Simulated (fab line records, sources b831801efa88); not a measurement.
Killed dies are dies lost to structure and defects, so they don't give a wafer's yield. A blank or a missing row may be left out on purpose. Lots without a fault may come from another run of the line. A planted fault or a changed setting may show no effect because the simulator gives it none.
A struck lot beside a sound one | flow gf180mcu | 15 steps out of a route of 602
Sound: wafers L860.1, L860.3, L860.4. Struck: wafers L870.2, L870.4, L870.5. The cause comes at the end.
At each step with rows: each side's tool, then ch and its chambers, then its first start. Under that, the readings that differ: sound wafers | struck wafers | difference of the means | sigmas: that difference in standard deviations of wafers without a fault.
alike: readings whose means differ by less than 2 such deviations, and words and numbers that are the same on both sides. not compared: withheld readings, readings that some wafer has no value for, bounds like >300 that may hide the same value, and numbers for which the record gives no deviation and whose values overlap.
The two part at a step that has a row with sigmas, a row that says differs or no value, or rows on one side only. Numbers that don't overlap but have no deviation are shown without sigmas and don't part them. A reading that every wafer of one side lacks parts them only if that side has two wafers or more.

GF_MIM_STRIP_20: strips in O2/N2.
  sound on plasma_asher-04 ch 0,1, day 26 04:30; struck on plasma_asher-04 ch 0,1, day 29 08:22
  alike: drypump_motor_current_A, heater_power_w, n2_flow_sccm, oes_product_au, strip_time_to_endpoint_s
  not compared: rf_hours_counter_h
then, 9 steps without rows for these wafers: GF_MIM_STRIP_21 (strips in post etch residue remover, time 1200 s); GF_MIM_CLEAN_22 (cleans in DIW); GF_M5_DEHYDRATE_00 (time 60 s); GF_M5_HMDS_01 (prime time 60 s); GF_M5_COAT_02 (resist thk 1000 nm); GF_M5_SOFTBAKE_03 (time 60 s); GF_M5_EXPOSE_04 (exposes mask Metal5, target cd 280 nm); GF_M5_PEB_05 (peb time 90 s); GF_M5_DEVELOP_06 (develop time 60 s).
GF_M5_CD_MEAS_07: target cd 280 nm.
  sound on cd_sem-02, day 27 01:54; struck on cd_sem-02, day 30 03:43
  reading    | sound             | struck            | difference | sigmas
  cd_nm (nm) | 281.3 282.1 281.5 | 278.9 277.3 278.7 | -3.3       | -3
GF_M5_OVL_MEAS_08:
  sound on overlay-02, day 27 02:01; struck on overlay-01, day 30 03:50
  alike: M5_OVL
GF_M5_ETCH_09: etches Si3N4 in CF4/O2, target depth 52 nm, time 11.6 s.
  sound on rie_diel-01 ch 1,2,3, day 27 02:04; struck on rie_diel-01 ch 2,3, day 30 03:52
  reading                             | sound             | struck            | difference | sigmas
  oes_product_au (a.u.)               | 0.991 0.991 1.006 | 0.904 0.883 0.894 | -0.102     | -7
  rf_fwd_power_W (W)                  | 776 788 782       | 657 650 649       | -130       | -29
  throttle_valve_pct (%)              | 5.979 5.968 5.978 | 5.942 5.937 5.930 | -0.039     | -4
  model.etch.depth_nm (nm)            | 51.1 51.35 52.56  | 43.92 43.24 43.38 | -8.16      |
  model.KrF_of_M5_COAT_02.thk_nm (nm) | 955.7 954.7 953.1 | 950.1 949.9 949   | -4.8       |
  alike: drypump_motor_current_A
  not compared: rf_hours_counter_h
GF_M5_METAL_ETCH_10: etches the open film in Cl2/BCl3, stops on SiO2, target depth 750.8 nm, time 125.1 s.
  sound on rie_metal-04 ch 0,1, day 27 02:05; struck on rie_metal-01 ch 0,1, day 30 03:53
  alike: drypump_motor_current_A, oes_product_au, rf_fwd_power_W, throttle_valve_pct
  not compared: rf_hours_counter_h
-- the record jumps here: 2 days lie between the struck wafers' starts before and after (it left off in module M5 and takes up again in module PASSIVATION, whose first step shown is number 602 of the route) --
GF_PASSIVATION_PROBE_99:
  the record has rows for the struck wafers here (prober-01, day 32 15:41) and none for the sound ones

WHERE THEY PART
First at GF_M5_CD_MEAS_07; last, within this record, at GF_PASSIVATION_PROBE_99.

WHY: what the simulator had put in
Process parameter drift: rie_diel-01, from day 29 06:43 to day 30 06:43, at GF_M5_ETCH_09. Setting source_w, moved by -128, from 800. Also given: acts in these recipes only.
